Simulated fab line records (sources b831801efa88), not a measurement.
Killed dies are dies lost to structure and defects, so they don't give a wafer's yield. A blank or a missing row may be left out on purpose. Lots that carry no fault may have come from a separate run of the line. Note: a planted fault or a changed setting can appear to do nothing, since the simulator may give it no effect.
fab line records + flow sky130 + part 2 of 2: steps 43 to 43 of 43
[record]
- lots = 6
- wafers = 18
- last_day = 49
route steps=708 shown CAP2M@605 METAL4@621 VIA4@639 PAD_OPEN@708
lots that met no fault: from a run of the same line without faults
start_h: the number of hours between the record's first day and the start of the first shown wafer of the lot + wait_h: hours from the lot's prior step to this one + " repeats the value in the row above + L1.1+2: a row that stands for several wafers + - no value, or no start was given + * or withheld: withheld + < > ~ a bound
route shown NAME@n: NAME is a module with steps in the file, n the number in the route of the first one + usual: average and standard deviation across the fault-free wafers + same: alike in all rows + chamber/n: place in a boat + sites: readings site by site + _std_site: their standard deviation + _edge_site: the outer-site mean with the inner-site mean subtracted + radius_mm: for every site, how far away it sits from the centre of the wafer + mask NAME#n: copy n + behind: the tool/chamber that last shaped the wafer + hold: why the lot went on hold/how many hours it stayed there/how the hold came to an end + device: whichever transistor did not switch (one of n, p or np) + end of line: the route-end tests of the same wafers + step lacking rows: just its recipe + killed: dies that structure and defects cost at the first sort, which is not the same as the wafer's yield + map: a wafer's dies, x killed, . not, _ none there
set.NAME: setting as actually run; set.NAME@STEP: the setting as run at that earlier step + model.NAME: the simulator's own value behind a step, which no gauge read
lots at selected steps of the route; one table per step, one row per wafer
services: when a tool's chamber went out of use (start_h, in hours from the record's first day, below 0 if earlier), for how many hours, and the reason
[[steps]]
[step SKY_PAD_OPEN_PROBE_99]
[usual]
- defect_limited_yield = 82.6/2
- killed_at_M0_to_M3 = 43/7.3
- killed_at_M4_up = 3.4/1.7
- killed_at_contacts = 24/4.5
- killed_at_front_end = 16/4.4
- killed_at_other = 0.2/0.51
- killed_dies = 86/9.7
- killed_on_rim = 17/3.7
- killed_open = 46/6.6
- killed_short = 39/7.1
- sort_bin_3_pad_short = 0.9/0.45
- sort_bin_5_function = 10.4/1.4
- sort_bin_6_memory = 6.2/1.2
- sort_n_pass = 406/9.7
- sort_yield_pct = 82.6/2
[same]
- gross_dies = 492
- killed_at_back_side = 0
- sort_bin_4_leakage[%] = 0
- sort_bin_8_speed[%] = 0
| lot.wafer | tool      | chamber | start_h | wait_h | hold                      | defect_limited_yield[%] | killed_at_M0_to_M3 | killed_at_M4_up | killed_at_contacts | killed_at_front_end | killed_at_other | killed_dies | killed_on_rim | killed_open | killed_short | sort_bin_3_pad_short[%] | sort_bin_5_function[%] | sort_bin_6_memory[%] | sort_n_pass | sort_yield_pct[%] | model.etest.tester.sort_n_pass | model.etest.tester.sort_yield_pct | model.etest.tester.sort_bin_5_pct | model.etest.tester.sort_bin_3_pct |
|-----------|-----------|---------|---------|--------|---------------------------|-------------------------|--------------------|-----------------|--------------------|---------------------|-----------------|-------------|---------------|-------------|--------------|-------------------------|------------------------|----------------------|-------------|-------------------|--------------------------------|-----------------------------------|-----------------------------------|-----------------------------------|
| L866.1    | prober-02 | -       | 1077.55 | 0.1    | -                         | 83.5                    | 48                 | 4               | 19                 | 10                  | 0               | 81          | 20            | 45          | 36           | 0.2                     | 11.2                   | 5.1                  | 411         | 83.5              | 411                            | 83.54                             | 11.18                             | 0.2033                            |
| L866.2    | prober-02 | -       | 1077.60 | 0.1    | -                         | 85.2                    | 35                 | 3               | 23                 | 10                  | 2               | 73          | 16            | 41          | 31           | 0.6                     | 7.9                    | 6.3                  | 419         | 85.2              | 419                            | 85.16                             | 7.927                             | 0.6098                            |
| L866.6    | prober-02 | -       | 1077.80 | 0.2    | -                         | 80.9                    | 49                 | 2               | 27                 | 16                  | 0               | 94          | 15            | 55          | 39           | 1.8                     | 10.8                   | 6.5                  | 398         | 80.9              | 398                            | 80.89                             | 10.77                             | 1.829                             |
| L869.1    | prober-01 | -       | 1095.07 | 0.1    | -                         | 83.1                    | 41                 | 1               | 22                 | 18                  | 1               | 83          | 20            | 57          | 25           | 0.6                     | 10.0                   | 6.3                  | 409         | 83.1              | 409                            | 83.13                             | 9.959                             | 0.6098                            |
| L869.2    | prober-01 | -       | 1095.12 | 0.1    | -                         | 83.7                    | 43                 | 4               | 21                 | 12                  | 0               | 80          | 16            | 47          | 33           | 0.4                     | 9.6                    | 6.3                  | 412         | 83.7              | 412                            | 83.74                             | 9.553                             | 0.4065                            |
| L869.3    | prober-01 | -       | 1095.17 | 0.2    | -                         | 82.3                    | 40                 | 2               | 24                 | 20                  | 1               | 87          | 16            | 40          | 46           | 0.6                     | 9.6                    | 7.5                  | 405         | 82.3              | 405                            | 82.32                             | 9.553                             | 0.6098                            |
| L872.3    | prober-01 | -       | 1106.83 | 0.2    | -                         | 86.2                    | 32                 | 3               | 25                 | 8                   | 0               | 68          | 16            | 33          | 35           | 0.4                     | 9.8                    | 3.7                  | 424         | 86.2              | 424                            | 86.18                             | 9.756                             | 0.4065                            |
| L872.4    | prober-01 | -       | 1106.88 | 0.2    | -                         | 81.5                    | 51                 | 3               | 26                 | 10                  | 1               | 91          | 14            | 51          | 40           | 1.4                     | 10.0                   | 7.1                  | 401         | 81.5              | 401                            | 81.5                              | 9.959                             | 1.423                             |
| L872.5    | prober-01 | -       | 1106.93 | 0.2    | -                         | 82.9                    | 37                 | 3               | 30                 | 14                  | 0               | 84          | 14            | 44          | 40           | 1.2                     | 11.4                   | 4.5                  | 408         | 82.9              | 408                            | 82.93                             | 11.38                             | 1.22                              |
| L879.2    | prober-01 | -       | 1179.01 | 0.1    | await_dispo/10.6h/release | 73.8                    | 43                 | 3               | 20                 | 20                  | 43              | 129         | 20            | 49          | 34           | 0.8                     | 17.3                   | 8.1                  | 363         | 73.8              | 363                            | 73.78                             | 17.28                             | 0.813                             |
| L879.4    | prober-01 | -       | 1179.11 | 0.2    | await_dispo/10.6h/release | 73.4                    | 47                 | 3               | 25                 | 13                  | 43              | 131         | 16            | 47          | 40           | 2.0                     | 16.3                   | 8.3                  | 361         | 73.4              | 361                            | 73.37                             | 16.26                             | 2.033                             |
| L879.5    | prober-01 | -       | 1179.16 | 0.2    | await_dispo/10.6h/release | 72.2                    | 49                 | 4               | 27                 | 16                  | 41              | 137         | 13            | 61          | 35           | 1.6                     | 19.1                   | 7.1                  | 355         | 72.2              | 355                            | 72.15                             | 19.11                             | 1.626                             |
| L880.1    | prober-01 | -       | 1181.96 | 0.1    | await_dispo/3.9h/release  | 79.1                    | 31                 | 3               | 12                 | 13                  | 44              | 103         | 13            | 30          | 29           | 3.0                     | 12.6                   | 5.3                  | 389         | 79.1              | 389                            | 79.06                             | 12.6                              | 3.049                             |
| L880.4    | prober-01 | -       | 1182.11 | 0.2    | await_dispo/3.9h/release  | 74.8                    | 38                 | 5               | 21                 | 15                  | 45              | 124         | 24            | 58          | 20           | 1.6                     | 16.3                   | 7.3                  | 368         | 74.8              | 368                            | 74.8                              | 16.26                             | 1.626                             |
| L880.5    | prober-01 | -       | 1182.16 | 0.2    | await_dispo/3.9h/release  | 75.8                    | 40                 | 2               | 22                 | 5                   | 50              | 119         | 16            | 39          | 30           | 1.2                     | 15.4                   | 7.5                  | 373         | 75.8              | 373                            | 75.81                             | 15.45                             | 1.22                              |
| L884.2    | prober-01 | -       | 1186.44 | 0.1    | -                         | 83.3                    | 44                 | 4               | 20                 | 13                  | 1               | 82          | 15            | 45          | 37           | 0.4                     | 11.4                   | 4.9                  | 410         | 83.3              | 410                            | 83.33                             | 11.38                             | 0.4065                            |
| L884.4    | prober-01 | -       | 1186.54 | 0.2    | -                         | 84.1                    | 39                 | 5               | 19                 | 15                  | 0               | 78          | 13            | 40          | 38           | 0.8                     | 12.6                   | 2.4                  | 414         | 84.1              | 414                            | 84.15                             | 12.6                              | 0.813                             |
| L884.5    | prober-01 | -       | 1186.59 | 0.2    | -                         | 84.3                    | 36                 | 6               | 21                 | 14                  | 0               | 77          | 11            | 37          | 40           | 0.6                     | 11.2                   | 3.9                  | 415         | 84.3              | 415                            | 84.35                             | 11.18                             | 0.6098                            |
// killed by level:class
L866.1 VIA2:geometric_particle:open=10 METAL1:geometric_particle:short=8 CONTACT:geometric_particle:open=7 LOCAL_INTERCONNECT:geometric_particle:short=6 VIA1:geometric_particle:short=6 VIA3:geometric_particle:open=6 VIA1:geometric_particle:open=4 METAL1:geometric_particle:open=3
L866.2 VIA1:geometric_particle:open=10 CONTACT:geometric_particle:open=7 CONTACT:geometric_particle:short=5 METAL2:geometric_particle:short=5 LI_CONTACT:geometric_particle:open=4 METAL1:geometric_particle:short=4 METAL2:geometric_particle:open=4 POLY_GATE:geometric_particle:open=3
L866.6 VIA1:geometric_particle:open=15 CONTACT:geometric_particle:open=8 VIA3:geometric_particle:open=8 METAL1:geometric_particle:short=7 LI_CONTACT:geometric_particle:open=6 LOCAL_INTERCONNECT:geometric_particle:short=5 FIELD_ISO:geometric_particle:open=4 CONTACT:geometric_particle:short=4
L869.1 VIA1:geometric_particle:open=12 VIA3:geometric_particle:open=12 CONTACT:geometric_particle:open=11 FIELD_ISO:geometric_particle:open=6 METAL2:geometric_particle:short=5 VIA2:geometric_particle:open=5 LI_CONTACT:geometric_particle:open=4 CONTACT:geometric_particle:short=4
L869.2 VIA1:geometric_particle:open=12 LI_CONTACT:geometric_particle:open=8 VIA3:geometric_particle:open=8 CONTACT:geometric_particle:short=6 METAL2:geometric_particle:short=5 VIA2:geometric_particle:open=5 POLY_GATE:geometric_particle:short=4 SPACER:geometric_particle:open=4
L869.3 VIA3:geometric_particle:open=10 CONTACT:geometric_particle:open=7 POLY_GATE:geometric_particle:short=6 METAL1:geometric_particle:short=6 VIA1:geometric_particle:open=6 FIELD_ISO:geometric_particle:short=5 FIELD_ISO:geometric_particle:open=5 LI_CONTACT:geometric_particle:open=5
L872.3 VIA1:geometric_particle:open=8 CONTACT:geometric_particle:short=7 VIA2:geometric_particle:open=7 LI_CONTACT:geometric_particle:open=6 LOCAL_INTERCONNECT:geometric_particle:short=4 VIA3:geometric_particle:open=4 POLY_GATE:geometric_particle:short=3 METAL4:geometric_particle:short=3
L872.4 VIA1:geometric_particle:open=13 CONTACT:geometric_particle:open=12 VIA2:geometric_particle:open=9 LOCAL_INTERCONNECT:geometric_particle:short=7 VIA1:geometric_particle:short=6 METAL1:geometric_particle:short=5 LI_CONTACT:geometric_particle:open=5 VIA2:geometric_particle:short=5
L872.5 VIA1:geometric_particle:open=12 CONTACT:geometric_particle:open=10 CONTACT:geometric_particle:short=8 VIA2:geometric_particle:open=7 LI_CONTACT:geometric_particle:open=6 METAL2:geometric_particle:short=6 LOCAL_INTERCONNECT:geometric_particle:short=5 FIELD_ISO:geometric_particle:open=4
L879.2 CAP2M:unspecified=43 VIA1:geometric_particle:open=12 CONTACT:geometric_particle:open=10 METAL2:geometric_particle:short=8 FIELD_ISO:geometric_particle:open=6 VIA1:geometric_particle:short=6 VIA2:geometric_particle:open=5 LOCAL_INTERCONNECT:geometric_particle:short=4
L879.4 CAP2M:unspecified=43 VIA1:geometric_particle:open=9 CONTACT:geometric_particle:open=8 METAL2:geometric_particle:short=6 LI_CONTACT:geometric_particle:open=6 VIA2:geometric_particle:short=6 VIA2:geometric_particle:open=6 VIA3:geometric_particle:open=6
L879.5 CAP2M:unspecified=41 VIA1:geometric_particle:open=17 CONTACT:geometric_particle:open=10 VIA1:geometric_particle:short=7 POLY_GATE:geometric_particle:open=6 LI_CONTACT:geometric_particle:open=6 CONTACT:geometric_particle:short=6 VIA3:geometric_particle:short=6
L880.1 CAP2M:unspecified=44 VIA1:geometric_particle:open=9 CONTACT:geometric_particle:open=5 METAL1:geometric_particle:short=5 POLY_GATE:geometric_particle:open=4 METAL2:geometric_particle:short=4 FIELD_ISO:geometric_particle:open=3 POLY_GATE:geometric_particle:short=3
L880.4 CAP2M:unspecified=45 VIA1:geometric_particle:open=11 LI_CONTACT:geometric_particle:open=10 CONTACT:geometric_particle:open=8 VIA2:geometric_particle:open=8 VIA3:geometric_particle:open=6 METAL4:geometric_particle:open=5 SPACER:geometric_particle:open=4
L880.5 CAP2M:unspecified=50 VIA1:geometric_particle:open=9 CONTACT:geometric_particle:open=8 VIA2:geometric_particle:open=7 VIA1:geometric_particle:short=6 LI_CONTACT:geometric_particle:open=5 LOCAL_INTERCONNECT:geometric_particle:short=4 METAL2:geometric_particle:short=4
L884.2 VIA1:geometric_particle:open=12 VIA3:geometric_particle:open=10 CONTACT:geometric_particle:short=6 VIA2:geometric_particle:open=5 LI_CONTACT:geometric_particle:open=5 LOCAL_INTERCONNECT:geometric_particle:short=4 FIELD_ISO:geometric_particle:short=4 FIELD_ISO:geometric_particle:open=3
L884.4 CONTACT:geometric_particle:open=9 VIA2:geometric_particle:open=9 FIELD_ISO:geometric_particle:short=7 METAL2:geometric_particle:short=6 VIA1:geometric_particle:open=6 VIA3:geometric_particle:open=5 METAL1:geometric_particle:short=5 METAL4:geometric_particle:short=4
L884.5 VIA1:geometric_particle:open=13 LOCAL_INTERCONNECT:geometric_particle:short=7 VIA3:geometric_particle:open=6 METAL4:geometric_particle:short=6 CONTACT:geometric_particle:open=5 CONTACT:geometric_particle:short=4 METAL1:geometric_particle:short=4 VIA1:geometric_particle:short=4
// map L879.5 (x killed, . not)
__________....x....._________
________........xx...._______
______.........x.x...x.._____
_____x..x..........x.....____
____......x..............x___
___......xx.....x.x..x....x__
__.x....x.........x..xx....._
_x..x..x.xx.xx.xx.x..x.....x.
_..x...xx......x.......x.....
_x.....xx..xxx..x..x.........
_...x...xxx.x.......xx..x.x..
_...x.x.xxxxx..x......x.....x
_..x.x.xxxxx.xx...x.x....x.x.
_..xxx.xxxxxxxxxxxx.........x
_..x.xxxxxxxxxx....x.........
__...xxxxx.xx..........x...._
___..x.xxxxxx....x.....x...__
____x...........x......x..___
_____x.x.x...x...x.xx....____
______.....x.x..x......._____
________.............._______
__________.........._________
// map L880.4 (x killed, . not)
__________..xx....x._________
________xxxxxx..x....._______
______.xxxxxx.x.....x..._____
_____..xxxxxx.x...x.x..x.____
____...xxxxxxxxx.......x..___
___....xxxxxxx.............__
__x.....xxxxxxx...x........._
_.x..x.xxxx.x.......x........
_x....x.xx...x.x....x....x.x.
_x........x....xx.......x....
_...........x....x...x......x
_x.x.x.x......x...x........x.
_.....x...x.x..xx...........x
_....x......x..............x.
_..............x....x...x....
__................x..x....x._
___x......xx......x.x......__
____..x...x......x.....x..___
_____.x.xxxxx............____
______..........x....x.._____
________.....x........_______
__________.xx..x.x.._________
[[services]]
| tool            | chamber | start_h | hours | kind   |
|-----------------|---------|---------|-------|--------|
| plasma_asher-01 | -       | 912.72  | 3.7   | repair |
| rie_metal-03    | 0       | 927.17  | 20.9  | repair |
| rie_diel-04     | 3       | 927.39  | 5.5   | repair |
| rie_diel-03     | 3       | 946.18  | 9.8   | repair |
| plasma_asher-02 | -       | 964.76  | 2.7   | repair |
| plasma_asher-04 | -       | 980.15  | 4.3   | pm     |
| rie_metal-01    | -       | 980.42  | 0.4   | repair |
| pvd_sputter-04  | -       | 984.55  | 0.5   | repair |
| plasma_asher-01 | -       | 995.79  | 9.6   | repair |
| pvd_sputter-02  | -       | 997.52  | 1.9   | repair |
| rie_diel-04     | -       | 1007.82 | 2.8   | pm     |
| rie_diel-02     | 2       | 1009.68 | 12.5  | repair |
| plasma_asher-03 | -       | 1010.90 | 2.8   | pm     |
| rie_diel-04     | -       | 1028.51 | 0.6   | repair |
| rie_diel-02     | 2       | 1033.80 | 4.3   | repair |
| rie_metal-04    | 1       | 1048.17 | 2.6   | repair |
| rie_metal-04    | 0       | 1056.61 | 1.1   | repair |
| rie_diel-04     | -       | 1063.35 | 0.6   | repair |
| plasma_asher-04 | -       | 1071.51 | 1.7   | repair |
| plasma_asher-04 | -       | 1076.18 | 2.8   | pm     |
| plasma_asher-01 | -       | 1084.12 | 15.0  | repair |
| plasma_asher-04 | -       | 1098.00 | 0.7   | repair |
| plasma_asher-01 | -       | 1099.07 | 2.8   | pm     |
| plasma_asher-01 | -       | 1101.82 | 4.3   | pm     |
[[key]]
[first_sign]
- step = SKY_PAD_OPEN_PROBE_99
- reading = killed_at_other
- direction = up
- sigmas = 44
- usual = 0.2
- struck = 44.3
[effect]
- step = SKY_PAD_OPEN_PROBE_99
- reading = sort_bin_5_function
- direction = up
- sigmas = 4
- usual = 10.4
- struck = 16.2
[model_effect]
- step = SKY_PAD_OPEN_PROBE_99
- value = etest.tester.sort_n_pass
- without = 406.5
- struck = 368.2
met_at SKY_CAP2M_STRIP_14
struck_wafers L879.2,L879.4,L879.5,L880.1,L880.4,L880.5
onset_between 977.56 1076.80
also_fits SKY_METAL4_ETCH_16:rie_metal-04
[fault]
- kind = chamber_particle_source
- tool = plasma_asher-03
- chamber = -
- onset_h = 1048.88
- steps = SKY_CAP2M_STRIP_14
- rate_per_visit_cm2 = 0.41796
- end_h = 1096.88
